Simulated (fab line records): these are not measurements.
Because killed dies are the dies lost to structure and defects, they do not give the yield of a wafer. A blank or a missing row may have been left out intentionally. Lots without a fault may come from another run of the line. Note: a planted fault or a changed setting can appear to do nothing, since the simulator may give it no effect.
The tool behind it: which one? :: flow sfqLine :: 21 wafers from 7 lots sampled at 2 of the route's 325 steps

== WHAT THE GAUGES SHOWED, per wafer ==
SFQ_I6_BOW_MEAS_941.
lot: L251
measured: day 72 10:52
on: filmMetro-01
I6_BOW (um): -24 -17 -1

lot: L254
measured: day 72 18:30
on: filmMetro-01
I6_BOW (um): 8 2 7

lot: L256
measured: day 77 10:31
on: filmMetro-04
I6_BOW (um): 8 19 -3

lot: L260
measured: day 78 18:34
on: filmMetro-02
I6_BOW (um): 0 3 -2

lot: L262
measured: day 78 22:41
on: filmMetro-04
I6_BOW (um): 19 27 28

lot: L268
measured: day 80 14:49
on: filmMetro-04
I6_BOW (um): -6 -8 -5

lot: L271
measured: day 80 21:34
on: filmMetro-01
I6_BOW (um): 15 3 9

== EACH LOT AND THE TOOL THAT RAN IT (in order: tool; ch and the chambers of the sampled wafers; start) ==
lot: L251
SFQ_TRILAYER_C5_STRIP_STRIP_155: rieMetal-02 ch 0,1, day 72 03:28

lot: L254
SFQ_TRILAYER_C5_STRIP_STRIP_155: rieMetal-02 ch 0,1, day 72 10:37

lot: L256
SFQ_TRILAYER_C5_STRIP_STRIP_155: rieMetal-02 ch 0,1, day 72 22:30

lot: L260
SFQ_TRILAYER_C5_STRIP_STRIP_155: rieMetal-03 ch 0,1, day 74 05:42

lot: L262
SFQ_TRILAYER_C5_STRIP_STRIP_155: rieMetal-03 ch 0, day 74 09:25

lot: L268
SFQ_TRILAYER_C5_STRIP_STRIP_155: rieMetal-04 ch 0,1, day 80 01:45

lot: L271
SFQ_TRILAYER_C5_STRIP_STRIP_155: rieMetal-02 ch 0,1, day 80 05:21
- SFQ_TRILAYER_C5_STRIP_STRIP_155: strips in O2.

== THE ANSWER, worked out from the rows above alone ==
Rule: the lots themselves supply what counts as usual. Put in order of their means at a reading, lots are off if they are a third of the lots or fewer, leave a main group of 4 or more, and stand apart from it by a gap of 3 or more times the standard deviation of the main group's means; of several such gaps the widest counts. A main group is skipped when, at the precision printed for the reading in the tables above, its means are all equal. A lot without any number at a reading at which 4 lots or more have one is off too. Where the step has rows for the other lots, those lots are counted as sound.
No lot is off on any of the readings shown, so nothing can be concluded from this.

== WHAT THE SIMULATOR HAD INSERTED ==
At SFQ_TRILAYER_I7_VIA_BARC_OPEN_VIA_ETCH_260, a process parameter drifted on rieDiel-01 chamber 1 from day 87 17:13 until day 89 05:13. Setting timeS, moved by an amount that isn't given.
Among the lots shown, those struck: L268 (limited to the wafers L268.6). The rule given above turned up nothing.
